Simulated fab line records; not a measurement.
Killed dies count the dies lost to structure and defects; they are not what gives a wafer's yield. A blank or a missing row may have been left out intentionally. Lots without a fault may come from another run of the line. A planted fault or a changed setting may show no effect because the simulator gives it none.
Comparing a struck lot with a sound one ; flow sky130 ; 37 out of 708 route steps
Sound: the wafers L598.2, L598.4, L598.5. The struck wafers were L610.2, L610.3, L610.6. Last of all comes the cause.
For every step that has rows: the tool of each side, followed by ch and its chambers, followed by its first start. Under that, the readings that differ: sound wafers ; struck wafers ; difference of the means ; sigmas: that difference in standard deviations of wafers without a fault.
alike: readings whose means differ by less than 2 such deviations, and words and numbers that are the same on both sides. not compared: withheld readings, readings that some wafer has no value for, bounds like >300 that may hide the same value, and numbers for which the record gives no deviation and whose values overlap.
A row with sigmas, a row that says differs or no value, or rows on one side alone: a step with any of these is where the two part. Non-overlapping numbers with no deviation appear without sigmas and do not part them. A reading missing from all wafers of one side parts the sides only when that side holds two or more wafers.

first, 10 steps without rows for these wafers: SKY_LDD_LDN_SOFTBAKE_03 (time 60 s); SKY_LDD_LDN_EXPOSE_04 (exposes mask LDNTM, target cd 700 nm); SKY_LDD_LDN_PEB_05; SKY_LDD_LDN_DEVELOP_06 (develop time 60 s); SKY_LDD_LDN_IMPLANT_08; SKY_LDD_LDN_IMPLANT_09; SKY_LDD_LDN_IMPLANT_10; SKY_LDD_LDN_IMPLANT_11; SKY_LDD_LDN_STRIP_12 (strips in O2/N2); SKY_LDD_LDN_CLEAN_14 (cleans in SC1/SC2, time 150 s).
SKY_SPACER_CVD_00: deposits Si3N4 from DCS/NH3, target thk 43.1 nm, time 740 s.
  sound on lpcvd-02 ch 1, day 26 02:09; struck on lpcvd-02 ch 0, day 30 01:40
reading;sound;struck;difference;sigmas
spike_tc_top_C (C);774.6 773.8 774.0;780.3 780.7 779.0;+5.9;+2
zone_power_upper_pct (%);12.2 12.3 12.1;13.0 13.4 13.2;+1.0;+2
model.Si3N4_of_SPACER_CVD_00.thk_nm (nm);42.76 43.08 43.3;48.19 48.48 48.56;+5.36;
  alike: spike_tc_lower_C
SKY_SPACER_THK_MEAS_01:
  sound on film_metro-01, day 26 03:22; struck on film_metro-03, day 30 03:07
reading;sound;struck;difference;sigmas
SPACER_CVD_00_THK (nm);42.7 43.1 43.2;48.2 48.5 48.6;+5.4;+14
  not compared: hold
SKY_SPACER_ETCHBACK_02: etches Si3N4 in CH3F/O2, stops on SiO2, time 46.7 s, target depth 45 nm.
  sound on rie_diel-02 ch 1,3, day 26 03:25; struck on rie_diel-01 ch 0,2,3, day 30 05:53
reading;sound;struck;difference;sigmas
hold;- - -;await_dispo/2.7h/release await_dispo/2.7h/release await_dispo/2.7h/release;no value on the sound wafers;
oes_product_au (a.u.);0.843 0.850 0.853;0.908 0.919 0.915;+0.065;+11
model.etch.depth_nm (nm);42.76 43.08 43.3;48.19 48.48 48.56;+5.36;
  alike: drypump_motor_current_A, throttle_valve_pct
  not compared: rf_hours_counter_h
then, 22 steps without rows for these wafers: SKY_POLY_CUT_DEHYDRATE_00 (time 60 s); SKY_POLY_CUT_HMDS_01 (prime time 60 s); SKY_POLY_CUT_COAT_02 (resist thk 60 nm); SKY_POLY_CUT_COAT_03 (resist thk 450 nm); SKY_POLY_CUT_SOFTBAKE_04 (time 90 s); SKY_POLY_CUT_EXPOSE_05 (exposes mask NPCM, target cd 270 nm); SKY_POLY_CUT_PEB_06; SKY_POLY_CUT_DEVELOP_07 (develop time 60 s); SKY_POLY_CUT_ETCH_10 (etches BARC in N2/H2, stops on SiO2, time 45.9 s, target depth 60 nm); SKY_POLY_CUT_ETCH_11 (etches Si3N4 in CF4/CH2F2/Ar, stops on poly-Si, time 42.5 s, target depth 60 nm); SKY_POLY_CUT_STRIP_12 (strips in O2/N2); SKY_SD_P_DEHYDRATE_00 (time 60 s); SKY_SD_P_HMDS_01 (prime time 60 s); SKY_SD_P_COAT_02 (resist thk 1140 nm); SKY_SD_P_SOFTBAKE_03 (time 60 s); SKY_SD_P_EXPOSE_04 (exposes mask PSDM, target cd 380 nm); SKY_SD_P_PEB_05; SKY_SD_P_DEVELOP_06 (develop time 60 s); SKY_SD_P_IMPLANT_09; SKY_SD_P_STRIP_10 (strips in O2/N2); SKY_RES_XHIGH_DEHYDRATE_00 (time 60 s); SKY_RES_XHIGH_HMDS_01 (prime time 60 s).
-- the record jumps here: 4 days lie between the struck wafers' starts before and after (it left off in module RES_XHIGH and takes up again in module SALICIDE, whose first step shown is number 361 of the route) --
SKY_SALICIDE_CLEAN_00: cleans in HF-last, time 30 s.
  sound on wet_bench-01 ch 0, day 31 00:01; struck on wet_bench-01 ch 1, day 34 17:10
reading;sound;struck;difference;sigmas
model.Si3N4_of_SPACER_CVD_00.thk_nm (nm);41.77 42.1 42.31;47.19 47.49 47.56;+5.35;
-- the record jumps here: 16 days lie between the struck wafers' starts before and after (it left off in module SALICIDE and takes up again in module PAD_OPEN, whose first step shown is number 708 of the route) --
SKY_PAD_OPEN_PROBE_99:
  sound on prober-01, day 47 23:36; struck on prober-01, day 50 14:21
reading;sound;struck;difference;sigmas
killed_at_other;2 2 0;0 0 1;-1;-2
model.etest.pfet_01v8.r_on_ohm_um;2920 2874 2869;3025 3050 3102;+171;
model.etest.sonos_uncharged.r_on_ohm_um;809.1 802.9 795.9;836.9 845.6 850.3;+41.6;
model.etest.pfet_01v8.drive_ua_um;190.5 191.2 192;184.6 183.5 178.1;-9.2;
model.etest.pfet_01v8_hvt.drive_ua_um;141 141.2 145.4;135.5 136.5 131.5;-8.0;
  alike: killed_at_M0_to_M3, killed_at_M4_up, killed_at_contacts, killed_at_front_end, killed_dies, killed_open, killed_short
  not compared: model.etest.sram_pfet_latch.drive_ua_um

## WHERE THEY PART
Earliest at SKY_SPACER_CVD_00; latest, in this record, at SKY_PAD_OPEN_PROBE_99.

WHY: the cause the simulator had injected
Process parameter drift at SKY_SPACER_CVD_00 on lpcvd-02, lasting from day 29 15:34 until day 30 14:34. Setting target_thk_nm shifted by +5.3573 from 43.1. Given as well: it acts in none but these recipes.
